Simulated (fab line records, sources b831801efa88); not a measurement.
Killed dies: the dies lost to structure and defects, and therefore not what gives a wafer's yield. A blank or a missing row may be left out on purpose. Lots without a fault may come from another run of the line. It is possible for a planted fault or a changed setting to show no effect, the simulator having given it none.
fab line records / flow gf180mcu
record lots=5 wafers=15 last-day=34
route steps=602 shown TOP_METAL@573
lots with no fault: from the same line, run without faults
start-h: start of the lot's first displayed wafer, in hours after the record's first day / wait-h: hours elapsed since this lot's preceding step / " the same as in the row above / L1.1+2: several wafers, shown together as one row / - no value present, or no start provided / * or withheld: withheld / < > ~ a bound
route shown NAME@n: a module of which the file shows steps, and the number in the route of the first / usual: the fault-free wafers' mean and standard deviation / same: alike in all rows / chamber/n: place in a boat / sites: readings site by site / _std_site: standard deviation across them / _edge_site: inner sites' mean taken away from outer sites' mean / radius-mm: for every site, how far away it sits from the centre of the wafer / mask NAME#n: copy n / behind: the tool/chamber that last shaped the wafer / hold: the reason the lot was held/the length of the hold in hours/how it ended / device: which transistor (n, p or np) failed to switch / end of line: tests run on the same wafers once the route is complete / a step without rows: its recipe alone / killed: count of dies lost to structure and defects at first sort (not the wafer's yield) / map: per-die view of a wafer (x killed, . not killed, _ where there is no die)
set.NAME: setting as actually run; set.NAME@STEP: the setting as run at that earlier step / model.NAME: the simulator's own value behind a step, which no gauge read
lots at selected steps of the route; one table per step, one row per wafer
services: when a tool's chamber went out of use (start-h, in hours from the record's first day, below 0 if earlier), for how many hours, and the reason
## steps
# step GF_TOP_METAL_THK_MEAS_06
# recipe thk-meas-gauge=xrf reads=AlCu_of_TOP_METAL_SPUTTER_02
# usual TOP_METAL_ALCU_THK=905/14
lot.wafer=L078.4 tool=film-metro-04 chamber=- start-h=665.65 wait-h=0.1 TOP_METAL_ALCU_THK[nm]=896
lot.wafer=L078.5 tool=film-metro-04 chamber=- start-h=665.65 wait-h=0.1 TOP_METAL_ALCU_THK[nm]=898
lot.wafer=L078.6 tool=film-metro-04 chamber=- start-h=665.65 wait-h=0.1 TOP_METAL_ALCU_THK[nm]=905
lot.wafer=L081.2 tool=film-metro-03 chamber=- start-h=682.86 wait-h=0.1 TOP_METAL_ALCU_THK[nm]=899
lot.wafer=L081.3 tool=film-metro-03 chamber=- start-h=682.86 wait-h=0.1 TOP_METAL_ALCU_THK[nm]=901
lot.wafer=L081.4 tool=film-metro-03 chamber=- start-h=682.86 wait-h=0.1 TOP_METAL_ALCU_THK[nm]=923
lot.wafer=L082.2 tool=film-metro-02 chamber=- start-h=698.14 wait-h=0.1 TOP_METAL_ALCU_THK[nm]=922
lot.wafer=L082.4 tool=film-metro-02 chamber=- start-h=698.14 wait-h=0.1 TOP_METAL_ALCU_THK[nm]=917
lot.wafer=L082.6 tool=film-metro-02 chamber=- start-h=698.14 wait-h=0.1 TOP_METAL_ALCU_THK[nm]=919
lot.wafer=L091.1 tool=film-metro-04 chamber=- start-h=765.81 wait-h=0.1 TOP_METAL_ALCU_THK[nm]=914
lot.wafer=L091.3 tool=film-metro-04 chamber=- start-h=765.81 wait-h=0.1 TOP_METAL_ALCU_THK[nm]=942
lot.wafer=L091.4 tool=film-metro-04 chamber=- start-h=765.81 wait-h=0.1 TOP_METAL_ALCU_THK[nm]=921
lot.wafer=L095.1 tool=film-metro-02 chamber=- start-h=775.31 wait-h=0.1 TOP_METAL_ALCU_THK[nm]=904
lot.wafer=L095.5 tool=film-metro-02 chamber=- start-h=775.31 wait-h=0.1 TOP_METAL_ALCU_THK[nm]=904
lot.wafer=L095.6 tool=film-metro-02 chamber=- start-h=775.31 wait-h=0.1 TOP_METAL_ALCU_THK[nm]=899
# step GF_TOP_METAL_DEHYDRATE_07
# recipe temp-c=200 time-s=60
# usual chill-plate-temp-C=22.97/0.099
lot.wafer=L078.4 tool=litho-track-01 chamber=0 start-h=674.67 wait-h=9.0 chill-plate-temp-C=23.12
lot.wafer=L078.5 tool=litho-track-01 chamber=0 start-h=674.67 wait-h=9.0 chill-plate-temp-C=22.87
lot.wafer=L078.6 tool=litho-track-01 chamber=0 start-h=674.67 wait-h=9.0 chill-plate-temp-C=22.99
lot.wafer=L081.2 tool=litho-track-02 chamber=0 start-h=691.92 wait-h=9.0 chill-plate-temp-C=22.88
lot.wafer=L081.3 tool=litho-track-02 chamber=0 start-h=691.92 wait-h=9.0 chill-plate-temp-C=22.81
lot.wafer=L081.4 tool=litho-track-02 chamber=0 start-h=691.92 wait-h=9.0 chill-plate-temp-C=22.81
lot.wafer=L082.2 tool=litho-track-02 chamber=0 start-h=707.07 wait-h=8.9 chill-plate-temp-C=22.95
lot.wafer=L082.4 tool=litho-track-02 chamber=0 start-h=707.07 wait-h=8.9 chill-plate-temp-C=22.93
lot.wafer=L082.6 tool=litho-track-02 chamber=0 start-h=707.07 wait-h=8.9 chill-plate-temp-C=22.93
lot.wafer=L091.1 tool=litho-track-02 chamber=0 start-h=773.64 wait-h=7.8 chill-plate-temp-C=22.89
lot.wafer=L091.3 tool=litho-track-02 chamber=0 start-h=773.64 wait-h=7.8 chill-plate-temp-C=22.99
lot.wafer=L091.4 tool=litho-track-02 chamber=0 start-h=773.64 wait-h=7.8 chill-plate-temp-C=22.95
lot.wafer=L095.1 tool=litho-track-02 chamber=0 start-h=782.34 wait-h=7.0 chill-plate-temp-C=23.04
lot.wafer=L095.5 tool=litho-track-02 chamber=0 start-h=782.34 wait-h=7.0 chill-plate-temp-C=23.04
lot.wafer=L095.6 tool=litho-track-02 chamber=0 start-h=782.34 wait-h=7.0 chill-plate-temp-C=22.94
# step GF_TOP_METAL_HMDS_08
# recipe prime-time-s=60 prime-temp-c=120
# usual chill-plate-temp-C=22.99/0.096
lot.wafer=L078.4 tool=litho-track-01 chamber=0 start-h=674.82 wait-h=0.1 chill-plate-temp-C=23.08
lot.wafer=L078.5 tool=litho-track-01 chamber=0 start-h=674.82 wait-h=0.1 chill-plate-temp-C=22.89
lot.wafer=L078.6 tool=litho-track-01 chamber=0 start-h=674.82 wait-h=0.1 chill-plate-temp-C=22.92
lot.wafer=L081.2 tool=litho-track-02 chamber=0 start-h=692.07 wait-h=0.1 chill-plate-temp-C=23.08
lot.wafer=L081.3 tool=litho-track-02 chamber=0 start-h=692.07 wait-h=0.1 chill-plate-temp-C=23.03
lot.wafer=L081.4 tool=litho-track-02 chamber=0 start-h=692.07 wait-h=0.1 chill-plate-temp-C=23.08
lot.wafer=L082.2 tool=litho-track-02 chamber=0 start-h=707.22 wait-h=0.1 chill-plate-temp-C=23.01
lot.wafer=L082.4 tool=litho-track-02 chamber=0 start-h=707.22 wait-h=0.1 chill-plate-temp-C=22.97
lot.wafer=L082.6 tool=litho-track-02 chamber=0 start-h=707.22 wait-h=0.1 chill-plate-temp-C=23.00
lot.wafer=L091.1 tool=litho-track-02 chamber=0 start-h=773.79 wait-h=0.1 chill-plate-temp-C=23.06
lot.wafer=L091.3 tool=litho-track-02 chamber=0 start-h=773.79 wait-h=0.1 chill-plate-temp-C=22.99
lot.wafer=L091.4 tool=litho-track-02 chamber=0 start-h=773.79 wait-h=0.1 chill-plate-temp-C=22.93
lot.wafer=L095.1 tool=litho-track-02 chamber=0 start-h=782.49 wait-h=0.1 chill-plate-temp-C=22.92
lot.wafer=L095.5 tool=litho-track-02 chamber=0 start-h=782.49 wait-h=0.1 chill-plate-temp-C=22.91
lot.wafer=L095.6 tool=litho-track-02 chamber=0 start-h=782.49 wait-h=0.1 chill-plate-temp-C=23.16
# step GF_TOP_METAL_COAT_09
# recipe resist=NOVOLAK spin-rpm=3000 resist-thk-nm=1500
# usual chill-plate-temp-C=22.99/0.11
lot.wafer=L078.4 tool=litho-track-01 chamber=0 start-h=674.97 wait-h=0.1 chill-plate-temp-C=23.00
lot.wafer=L078.5 tool=litho-track-01 chamber=0 start-h=674.97 wait-h=0.1 chill-plate-temp-C=23.08
lot.wafer=L078.6 tool=litho-track-01 chamber=0 start-h=674.97 wait-h=0.1 chill-plate-temp-C=22.98
lot.wafer=L081.2 tool=litho-track-02 chamber=0 start-h=692.22 wait-h=0.1 chill-plate-temp-C=23.18
lot.wafer=L081.3 tool=litho-track-02 chamber=0 start-h=692.22 wait-h=0.1 chill-plate-temp-C=23.02
lot.wafer=L081.4 tool=litho-track-02 chamber=0 start-h=692.22 wait-h=0.1 chill-plate-temp-C=23.09
lot.wafer=L082.2 tool=litho-track-02 chamber=0 start-h=707.37 wait-h=0.1 chill-plate-temp-C=23.12
lot.wafer=L082.4 tool=litho-track-02 chamber=0 start-h=707.37 wait-h=0.1 chill-plate-temp-C=22.98
lot.wafer=L082.6 tool=litho-track-02 chamber=0 start-h=707.37 wait-h=0.1 chill-plate-temp-C=23.01
lot.wafer=L091.1 tool=litho-track-02 chamber=0 start-h=773.94 wait-h=0.1 chill-plate-temp-C=22.98
lot.wafer=L091.3 tool=litho-track-02 chamber=0 start-h=773.94 wait-h=0.1 chill-plate-temp-C=22.92
lot.wafer=L091.4 tool=litho-track-02 chamber=0 start-h=773.94 wait-h=0.1 chill-plate-temp-C=22.94
lot.wafer=L095.1 tool=litho-track-02 chamber=0 start-h=782.64 wait-h=0.1 chill-plate-temp-C=23.09
lot.wafer=L095.5 tool=litho-track-02 chamber=0 start-h=782.64 wait-h=0.1 chill-plate-temp-C=22.89
lot.wafer=L095.6 tool=litho-track-02 chamber=0 start-h=782.64 wait-h=0.1 chill-plate-temp-C=22.91
# step GF_TOP_METAL_SOFTBAKE_10
# recipe temp-c=90 time-s=60 resist=NOVOLAK
# usual chill-plate-temp-C=23.01/0.096
lot.wafer=L078.4 tool=litho-track-01 chamber=0 start-h=675.12 wait-h=0.1 chill-plate-temp-C=22.96
lot.wafer=L078.5 tool=litho-track-01 chamber=0 start-h=675.12 wait-h=0.1 chill-plate-temp-C=22.93
lot.wafer=L078.6 tool=litho-track-01 chamber=0 start-h=675.12 wait-h=0.1 chill-plate-temp-C=22.88
lot.wafer=L081.2 tool=litho-track-02 chamber=0 start-h=692.37 wait-h=0.1 chill-plate-temp-C=23.02
lot.wafer=L081.3 tool=litho-track-02 chamber=0 start-h=692.37 wait-h=0.1 chill-plate-temp-C=23.18
lot.wafer=L081.4 tool=litho-track-02 chamber=0 start-h=692.37 wait-h=0.1 chill-plate-temp-C=23.09
lot.wafer=L082.2 tool=litho-track-02 chamber=0 start-h=707.52 wait-h=0.1 chill-plate-temp-C=22.87
lot.wafer=L082.4 tool=litho-track-02 chamber=0 start-h=707.52 wait-h=0.1 chill-plate-temp-C=22.96
lot.wafer=L082.6 tool=litho-track-02 chamber=0 start-h=707.52 wait-h=0.1 chill-plate-temp-C=22.86
lot.wafer=L091.1 tool=litho-track-02 chamber=0 start-h=774.09 wait-h=0.1 chill-plate-temp-C=22.95
lot.wafer=L091.3 tool=litho-track-02 chamber=0 start-h=774.09 wait-h=0.1 chill-plate-temp-C=23.07
lot.wafer=L091.4 tool=litho-track-02 chamber=0 start-h=774.09 wait-h=0.1 chill-plate-temp-C=23.01
lot.wafer=L095.1 tool=litho-track-02 chamber=0 start-h=782.79 wait-h=0.1 chill-plate-temp-C=23.03
lot.wafer=L095.5 tool=litho-track-02 chamber=0 start-h=782.79 wait-h=0.1 chill-plate-temp-C=23.02
lot.wafer=L095.6 tool=litho-track-02 chamber=0 start-h=782.79 wait-h=0.1 chill-plate-temp-C=22.97
# step GF_TOP_METAL_EXPOSE_11
# recipe mask-id=MetalTop target-cd-nm=440 na=0.6 source-shape=conventional sigma-outer=0.6 dose-mj=170
lot.wafer=L078.4+5+6 tool=iline-stepper-01 chamber=0 start-h=- wait-h=- mask=MetalTop#0
lot.wafer=L081.2+3+4 tool=iline-stepper-01 chamber=0 start-h=- wait-h=- mask=MetalTop#0
lot.wafer=L082.2+4+6 tool=iline-stepper-02 chamber=0 start-h=- wait-h=- mask=MetalTop#0
lot.wafer=L091.1+3+4 tool=iline-stepper-02 chamber=0 start-h=- wait-h=- mask=MetalTop#0
lot.wafer=L095.1+5+6 tool=iline-stepper-02 chamber=0 start-h=- wait-h=- mask=MetalTop#0
# step GF_TOP_METAL_PEB_12
# recipe temp-c=withheld time-s=* resist=NOVOLAK
# usual chill-plate-temp-C=*
lot.wafer=L078.4 tool=litho-track-02 chamber=0 start-h=- wait-h=- chill-plate-temp-C=*
lot.wafer=L078.5 tool=litho-track-02 chamber=0 start-h=- wait-h=- chill-plate-temp-C=*
lot.wafer=L078.6 tool=litho-track-02 chamber=0 start-h=- wait-h=- chill-plate-temp-C=*
lot.wafer=L081.2 tool=litho-track-03 chamber=0 start-h=- wait-h=- chill-plate-temp-C=*
lot.wafer=L081.3 tool=litho-track-03 chamber=0 start-h=- wait-h=- chill-plate-temp-C=*
lot.wafer=L081.4 tool=litho-track-03 chamber=0 start-h=- wait-h=- chill-plate-temp-C=*
lot.wafer=L082.2 tool=litho-track-02 chamber=0 start-h=- wait-h=- chill-plate-temp-C=*
lot.wafer=L082.4 tool=litho-track-02 chamber=0 start-h=- wait-h=- chill-plate-temp-C=*
lot.wafer=L082.6 tool=litho-track-02 chamber=0 start-h=- wait-h=- chill-plate-temp-C=*
lot.wafer=L091.1 tool=litho-track-03 chamber=0 start-h=- wait-h=- chill-plate-temp-C=*
lot.wafer=L091.3 tool=litho-track-03 chamber=0 start-h=- wait-h=- chill-plate-temp-C=*
lot.wafer=L091.4 tool=litho-track-03 chamber=0 start-h=- wait-h=- chill-plate-temp-C=*
lot.wafer=L095.1 tool=litho-track-01 chamber=0 start-h=- wait-h=- chill-plate-temp-C=*
lot.wafer=L095.5 tool=litho-track-01 chamber=0 start-h=- wait-h=- chill-plate-temp-C=*
lot.wafer=L095.6 tool=litho-track-01 chamber=0 start-h=- wait-h=- chill-plate-temp-C=*
# step GF_TOP_METAL_DEVELOP_13
# recipe develop-time-s=60 dev-temp-c=23
# usual chill-plate-temp-C=23.01/0.099
# same develop-time-s=60
lot.wafer=L078.4 tool=litho-track-02 chamber=0 start-h=683.97 wait-h=0.1 chill-plate-temp-C=23.15
lot.wafer=L078.5 tool=litho-track-02 chamber=0 start-h=683.97 wait-h=0.1 chill-plate-temp-C=23.06
lot.wafer=L078.6 tool=litho-track-02 chamber=0 start-h=683.97 wait-h=0.1 chill-plate-temp-C=22.95
lot.wafer=L081.2 tool=litho-track-03 chamber=0 start-h=701.70 wait-h=0.1 chill-plate-temp-C=22.95
lot.wafer=L081.3 tool=litho-track-03 chamber=0 start-h=701.70 wait-h=0.1 chill-plate-temp-C=23.05
lot.wafer=L081.4 tool=litho-track-03 chamber=0 start-h=701.70 wait-h=0.1 chill-plate-temp-C=23.12
lot.wafer=L082.2 tool=litho-track-02 chamber=0 start-h=716.47 wait-h=0.1 chill-plate-temp-C=23.10
lot.wafer=L082.4 tool=litho-track-02 chamber=0 start-h=716.47 wait-h=0.1 chill-plate-temp-C=23.03
lot.wafer=L082.6 tool=litho-track-02 chamber=0 start-h=716.47 wait-h=0.1 chill-plate-temp-C=23.26
lot.wafer=L091.1 tool=litho-track-03 chamber=0 start-h=782.12 wait-h=0.1 chill-plate-temp-C=22.96
lot.wafer=L091.3 tool=litho-track-03 chamber=0 start-h=782.12 wait-h=0.1 chill-plate-temp-C=22.94
lot.wafer=L091.4 tool=litho-track-03 chamber=0 start-h=782.12 wait-h=0.1 chill-plate-temp-C=23.02
lot.wafer=L095.1 tool=litho-track-01 chamber=0 start-h=790.65 wait-h=0.1 chill-plate-temp-C=22.97
lot.wafer=L095.5 tool=litho-track-01 chamber=0 start-h=790.65 wait-h=0.1 chill-plate-temp-C=23.09
lot.wafer=L095.6 tool=litho-track-01 chamber=0 start-h=790.65 wait-h=0.1 chill-plate-temp-C=23.04
# step GF_TOP_METAL_CD_MEAS_14
# recipe target-cd-nm=440
# usual cd-nm=439.5/1.9
lot.wafer=L078.4 tool=cd-sem-02 chamber=- start-h=684.10 wait-h=0.1 cd-nm=441.8
lot.wafer=L078.5 tool=cd-sem-02 chamber=- start-h=684.10 wait-h=0.1 cd-nm=441.3
lot.wafer=L078.6 tool=cd-sem-02 chamber=- start-h=684.10 wait-h=0.1 cd-nm=440.0
lot.wafer=L081.2 tool=cd-sem-02 chamber=- start-h=701.85 wait-h=0.1 cd-nm=438.0
lot.wafer=L081.3 tool=cd-sem-02 chamber=- start-h=701.85 wait-h=0.1 cd-nm=439.5
lot.wafer=L081.4 tool=cd-sem-02 chamber=- start-h=701.85 wait-h=0.1 cd-nm=439.4
lot.wafer=L082.2 tool=cd-sem-02 chamber=- start-h=716.64 wait-h=0.1 cd-nm=439.5
lot.wafer=L082.4 tool=cd-sem-02 chamber=- start-h=716.64 wait-h=0.1 cd-nm=439.2
lot.wafer=L082.6 tool=cd-sem-02 chamber=- start-h=716.64 wait-h=0.1 cd-nm=438.9
lot.wafer=L091.1 tool=cd-sem-01 chamber=- start-h=782.27 wait-h=0.1 cd-nm=441.6
lot.wafer=L091.3 tool=cd-sem-01 chamber=- start-h=782.27 wait-h=0.1 cd-nm=440.0
lot.wafer=L091.4 tool=cd-sem-01 chamber=- start-h=782.27 wait-h=0.1 cd-nm=441.1
lot.wafer=L095.1 tool=cd-sem-01 chamber=- start-h=790.80 wait-h=0.1 cd-nm=435.8
lot.wafer=L095.5 tool=cd-sem-01 chamber=- start-h=790.80 wait-h=0.1 cd-nm=435.6
lot.wafer=L095.6 tool=cd-sem-01 chamber=- start-h=790.80 wait-h=0.1 cd-nm=436.9
# step GF_TOP_METAL_OVL_MEAS_15
# usual TOP_METAL_OVL=0.0/1.2
lot.wafer=L078.4 tool=overlay-01 chamber=- start-h=684.18 wait-h=0.1 TOP_METAL_OVL[nm]=-1.7
lot.wafer=L078.5 tool=overlay-01 chamber=- start-h=684.18 wait-h=0.1 TOP_METAL_OVL[nm]=0.0
lot.wafer=L078.6 tool=overlay-01 chamber=- start-h=684.18 wait-h=0.1 TOP_METAL_OVL[nm]=-1.0
lot.wafer=L081.2 tool=overlay-02 chamber=- start-h=701.95 wait-h=0.1 TOP_METAL_OVL[nm]=0.2
lot.wafer=L081.3 tool=overlay-02 chamber=- start-h=701.95 wait-h=0.1 TOP_METAL_OVL[nm]=0.7
lot.wafer=L081.4 tool=overlay-02 chamber=- start-h=701.95 wait-h=0.1 TOP_METAL_OVL[nm]=0.3
lot.wafer=L082.2 tool=overlay-02 chamber=- start-h=716.74 wait-h=0.1 TOP_METAL_OVL[nm]=-0.6
lot.wafer=L082.4 tool=overlay-02 chamber=- start-h=716.74 wait-h=0.1 TOP_METAL_OVL[nm]=1.5
lot.wafer=L082.6 tool=overlay-02 chamber=- start-h=716.74 wait-h=0.1 TOP_METAL_OVL[nm]=1.6
lot.wafer=L091.1 tool=overlay-01 chamber=- start-h=782.39 wait-h=0.1 TOP_METAL_OVL[nm]=-2.1
lot.wafer=L091.3 tool=overlay-01 chamber=- start-h=782.39 wait-h=0.1 TOP_METAL_OVL[nm]=-1.5
lot.wafer=L091.4 tool=overlay-01 chamber=- start-h=782.39 wait-h=0.1 TOP_METAL_OVL[nm]=-1.2
lot.wafer=L095.1 tool=overlay-02 chamber=- start-h=790.92 wait-h=0.1 TOP_METAL_OVL[nm]=1.4
lot.wafer=L095.5 tool=overlay-02 chamber=- start-h=790.92 wait-h=0.1 TOP_METAL_OVL[nm]=0.2
lot.wafer=L095.6 tool=overlay-02 chamber=- start-h=790.92 wait-h=0.1 TOP_METAL_OVL[nm]=-0.1
# step GF_TOP_METAL_METAL_ETCH_16
# recipe chemistry=Cl2/BCl3 mask-material=NOVOLAK target-depth-nm=1197 stop-on=SiO2 pressure-mtorr=8 icp-w=800 bias-w=140 Cl2_flow_sccm=80 bcl3-flow-sccm=40 time-s=199.5
# usual drypump-motor-current-A=5.4/0.49 oes-product-au=0.992/0.0077 throttle-valve-pct=28.229/0.01
lot.wafer=L078.4 tool=rie-metal-01 chamber=1 start-h=684.26 wait-h=0.1 drypump-motor-current-A=5.7 oes-product-au=0.978 rf-hours-counter-h=- throttle-valve-pct=28.240
lot.wafer=L078.5 tool=rie-metal-01 chamber=0 start-h=684.26 wait-h=0.1 drypump-motor-current-A=5.7 oes-product-au=0.977 rf-hours-counter-h=- throttle-valve-pct=28.256
lot.wafer=L078.6 tool=rie-metal-01 chamber=1 start-h=684.26 wait-h=0.1 drypump-motor-current-A=5.7 oes-product-au=0.984 rf-hours-counter-h=- throttle-valve-pct=28.249
lot.wafer=L081.2 tool=rie-metal-02 chamber=1 start-h=701.98 wait-h=0.0 drypump-motor-current-A=5.0 oes-product-au=0.997 rf-hours-counter-h=2 throttle-valve-pct=28.218
lot.wafer=L081.3 tool=rie-metal-02 chamber=0 start-h=701.98 wait-h=0.0 drypump-motor-current-A=4.8 oes-product-au=1.002 rf-hours-counter-h=- throttle-valve-pct=28.227
lot.wafer=L081.4 tool=rie-metal-02 chamber=1 start-h=701.98 wait-h=0.0 drypump-motor-current-A=5.0 oes-product-au=0.987 rf-hours-counter-h=- throttle-valve-pct=28.220
lot.wafer=L082.2 tool=rie-metal-02 chamber=0 start-h=716.77 wait-h=0.0 drypump-motor-current-A=4.8 oes-product-au=0.989 rf-hours-counter-h=14 throttle-valve-pct=28.222
lot.wafer=L082.4 tool=rie-metal-02 chamber=1 start-h=716.77 wait-h=0.0 drypump-motor-current-A=5.0 oes-product-au=0.994 rf-hours-counter-h=- throttle-valve-pct=28.228
lot.wafer=L082.6 tool=rie-metal-02 chamber=1 start-h=716.77 wait-h=0.0 drypump-motor-current-A=5.0 oes-product-au=0.995 rf-hours-counter-h=- throttle-valve-pct=28.236
lot.wafer=L091.1 tool=rie-metal-01 chamber=1 start-h=782.43 wait-h=0.0 drypump-motor-current-A=5.7 oes-product-au=0.989 rf-hours-counter-h=1 throttle-valve-pct=28.222
lot.wafer=L091.3 tool=rie-metal-01 chamber=1 start-h=782.43 wait-h=0.0 drypump-motor-current-A=5.6 oes-product-au=0.990 rf-hours-counter-h=- throttle-valve-pct=28.225
lot.wafer=L091.4 tool=rie-metal-01 chamber=0 start-h=782.43 wait-h=0.0 drypump-motor-current-A=5.6 oes-product-au=0.994 rf-hours-counter-h=- throttle-valve-pct=28.237
lot.wafer=L095.1 tool=rie-metal-04 chamber=0 start-h=790.95 wait-h=0.0 drypump-motor-current-A=6.1 oes-product-au=0.993 rf-hours-counter-h=5 throttle-valve-pct=28.226
lot.wafer=L095.5 tool=rie-metal-04 chamber=0 start-h=790.95 wait-h=0.0 drypump-motor-current-A=6.2 oes-product-au=1.001 rf-hours-counter-h=- throttle-valve-pct=28.221
lot.wafer=L095.6 tool=rie-metal-04 chamber=0 start-h=790.95 wait-h=0.0 drypump-motor-current-A=6.2 oes-product-au=0.982 rf-hours-counter-h=- throttle-valve-pct=28.245
# step GF_TOP_METAL_STRIP_17
# recipe chemistry=O2/N2 power-w=1400 pressure-mtorr=1500 platen-temp-c=250 o2-flow-sccm=3000 n2-flow-sccm=300 overash-fraction=0.5
# usual drypump-motor-current-A=5.7/0.42 heater-power-w=361/27 oes-product-au=0.710/0.0043 strip-time-to-endpoint-s=12.90/0.13
lot.wafer=L078.4 tool=plasma-asher-03 chamber=0 start-h=684.42 wait-h=0.1 drypump-motor-current-A=5.5 heater-power-w=364 oes-product-au=0.704 rf-hours-counter-h=- strip-time-to-endpoint-s=13.12
lot.wafer=L078.5 tool=plasma-asher-03 chamber=1 start-h=684.42 wait-h=0.1 drypump-motor-current-A=6.3 heater-power-w=352 oes-product-au=0.706 rf-hours-counter-h=- strip-time-to-endpoint-s=13.03
lot.wafer=L078.6 tool=plasma-asher-03 chamber=0 start-h=684.42 wait-h=0.1 drypump-motor-current-A=5.5 heater-power-w=366 oes-product-au=0.724 rf-hours-counter-h=- strip-time-to-endpoint-s=13.09
lot.wafer=L081.2 tool=plasma-asher-01 chamber=0 start-h=702.17 wait-h=0.1 drypump-motor-current-A=5.6 heater-power-w=328 oes-product-au=0.709 rf-hours-counter-h=60 strip-time-to-endpoint-s=12.78
lot.wafer=L081.3 tool=plasma-asher-01 chamber=1 start-h=702.17 wait-h=0.1 drypump-motor-current-A=5.1 heater-power-w=414 oes-product-au=0.707 rf-hours-counter-h=- strip-time-to-endpoint-s=12.92
lot.wafer=L081.4 tool=plasma-asher-01 chamber=0 start-h=702.17 wait-h=0.1 drypump-motor-current-A=5.6 heater-power-w=332 oes-product-au=0.713 rf-hours-counter-h=- strip-time-to-endpoint-s=12.85
lot.wafer=L082.2 tool=plasma-asher-03 chamber=1 start-h=716.97 wait-h=0.1 drypump-motor-current-A=6.3 heater-power-w=341 oes-product-au=0.710 rf-hours-counter-h=98 strip-time-to-endpoint-s=12.89
lot.wafer=L082.4 tool=plasma-asher-03 chamber=1 start-h=716.97 wait-h=0.1 drypump-motor-current-A=6.3 heater-power-w=350 oes-product-au=0.714 rf-hours-counter-h=- strip-time-to-endpoint-s=12.80
lot.wafer=L082.6 tool=plasma-asher-03 chamber=1 start-h=716.97 wait-h=0.1 drypump-motor-current-A=6.3 heater-power-w=351 oes-product-au=0.713 rf-hours-counter-h=- strip-time-to-endpoint-s=12.81
lot.wafer=L091.1 tool=plasma-asher-04 chamber=0 start-h=782.62 wait-h=0.1 drypump-motor-current-A=5.5 heater-power-w=366 oes-product-au=0.713 rf-hours-counter-h=4 strip-time-to-endpoint-s=12.88
lot.wafer=L091.3 tool=plasma-asher-04 chamber=0 start-h=782.62 wait-h=0.1 drypump-motor-current-A=5.5 heater-power-w=364 oes-product-au=0.711 rf-hours-counter-h=- strip-time-to-endpoint-s=12.90
lot.wafer=L091.4 tool=plasma-asher-04 chamber=1 start-h=782.62 wait-h=0.1 drypump-motor-current-A=5.9 heater-power-w=359 oes-product-au=0.710 rf-hours-counter-h=- strip-time-to-endpoint-s=12.85
lot.wafer=L095.1 tool=plasma-asher-03 chamber=0 start-h=791.34 wait-h=0.3 drypump-motor-current-A=5.5 heater-power-w=359 oes-product-au=0.712 rf-hours-counter-h=105 strip-time-to-endpoint-s=12.84
lot.wafer=L095.5 tool=plasma-asher-03 chamber=0 start-h=791.34 wait-h=0.3 drypump-motor-current-A=5.5 heater-power-w=367 oes-product-au=0.709 rf-hours-counter-h=- strip-time-to-endpoint-s=12.93
lot.wafer=L095.6 tool=plasma-asher-03 chamber=1 start-h=791.34 wait-h=0.3 drypump-motor-current-A=6.3 heater-power-w=354 oes-product-au=0.711 rf-hours-counter-h=- strip-time-to-endpoint-s=12.83
## services
tool=rie-metal-01 chamber=- start-h=655.92 hours=1.2 kind=repair
tool=iline-stepper-01 chamber=- start-h=663.09 hours=1.7 kind=pm
tool=iline-stepper-02 chamber=- start-h=677.43 hours=0.5 kind=repair
tool=iline-stepper-01 chamber=- start-h=682.69 hours=4.3 kind=pm
tool=plasma-asher-04 chamber=- start-h=682.94 hours=13.9 kind=repair
tool=iline-stepper-02 chamber=- start-h=689.93 hours=1.7 kind=pm
tool=rie-metal-01 chamber=- start-h=714.36 hours=1.4 kind=pm
tool=rie-metal-04 chamber=1 start-h=718.75 hours=12.4 kind=repair
tool=plasma-asher-03 chamber=- start-h=721.43 hours=4.5 kind=repair
tool=iline-stepper-02 chamber=0 start-h=724.57 hours=- kind=calibration
tool=litho-track-03 chamber=- start-h=728.76 hours=- kind=consumable-replace:filter
tool=rie-metal-01 chamber=0 start-h=729.21 hours=- kind=clean
tool=rie-metal-01 chamber=0 start-h=729.21 hours=14.8 kind=scheduled-down
tool=rie-metal-01 chamber=0 start-h=729.21 hours=14.8 kind=vent-cycle
tool=plasma-asher-04 chamber=- start-h=733.75 hours=9.0 kind=pm
tool=iline-stepper-02 chamber=- start-h=737.35 hours=0.5 kind=repair
tool=plasma-asher-04 chamber=- start-h=743.28 hours=2.1 kind=repair
tool=rie-metal-01 chamber=1 start-h=748.73 hours=- kind=clean
tool=rie-metal-01 chamber=0 start-h=759.48 hours=7.8 kind=repair
tool=plasma-asher-01 chamber=- start-h=761.71 hours=3.1 kind=repair
tool=litho-track-01 chamber=- start-h=763.22 hours=- kind=consumable-replace:filter
tool=iline-stepper-02 chamber=- start-h=766.24 hours=4.4 kind=pm
tool=rie-metal-02 chamber=0 start-h=779.71 hours=37.4 kind=repair
tool=iline-stepper-01 chamber=- start-h=785.48 hours=8.9 kind=pm
## key
fault none
